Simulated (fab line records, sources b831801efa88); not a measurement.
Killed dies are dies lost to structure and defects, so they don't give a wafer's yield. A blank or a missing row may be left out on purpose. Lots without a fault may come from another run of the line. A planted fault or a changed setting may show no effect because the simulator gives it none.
Which tool did it? | flow sfq_line | 7 lots, 21 wafers sampled, at 2 steps of a route of 325

WHAT THE GAUGES READ, wafer by wafer
SFQ_M0_RS_MEAS_904: measures by four-point-probe.
lot  | measured     | on            | M0_NB_RS (ohm/sq)
L705 | day 7 12:49  | film_metro-03 | 0.883 0.881 0.889
L707 | day 8 04:23  | film_metro-01 | 0.873 0.870 0.880
L710 | day 9 15:44  | film_metro-01 | 0.887 0.892 0.888
L712 | day 10 07:28 | film_metro-02 | 0.902 0.895 0.897
L718 | day 11 23:11 | film_metro-03 | 0.901 0.899 0.899
L722 | day 13 07:43 | film_metro-01 | 0.894 1.129 0.886
L727 | day 15 04:06 | film_metro-03 | 0.886 0.885 0.883

WHICH TOOL RAN EACH LOT (tool, then ch and the chambers of the sampled wafers, then the start)
lot  | SFQ_TRILAYER_M0_DEP_SPUTTER_019
L705 | pvd_sputter-06, day 7 12:41
L707 | pvd_sputter-03, day 8 04:17
L710 | pvd_sputter-06, day 9 15:38
L712 | pvd_sputter-03, day 10 07:22
L718 | pvd_sputter-03, day 11 23:05
L722 | pvd_sputter-06, day 13 07:37
L727 | pvd_sputter-03, day 15 04:01
- SFQ_TRILAYER_M0_DEP_SPUTTER_019: material Nb, target thk 200 nm, time 133.3 s.

THE ANSWER, worked out from the rows above alone
Rule: what is usual is taken from the lots themselves. Put in order of their means at a reading, lots are off if they are a third of the lots or fewer, leave a main group of 4 or more, and stand apart from it by a gap of 3 or more times the standard deviation of the main group's means; of several such gaps the widest counts. A main group whose means are all the same, to the digits that the tables above print for the reading, isn't used. A lot without any number at a reading at which 4 lots or more have one is off too. The other lots that the step has rows for count as sound.
Off: L722, at SFQ_M0_RS_MEAS_904 (M0_NB_RS). The main group: mean 0.888 ohm/sq, standard deviation 0.0086.
A tool fits if, at a process step before that reading, it ran every lot that is off, and no sound lot after the first of them. The gauges at SFQ_M0_RS_MEAS_904 are tried like those tools. Can't be told from this: 2 tools fit, pvd_sputter-06 at SFQ_TRILAYER_M0_DEP_SPUTTER_019, film_metro-01 at SFQ_M0_RS_MEAS_904.

WHAT THE SIMULATOR HAD PUT IN
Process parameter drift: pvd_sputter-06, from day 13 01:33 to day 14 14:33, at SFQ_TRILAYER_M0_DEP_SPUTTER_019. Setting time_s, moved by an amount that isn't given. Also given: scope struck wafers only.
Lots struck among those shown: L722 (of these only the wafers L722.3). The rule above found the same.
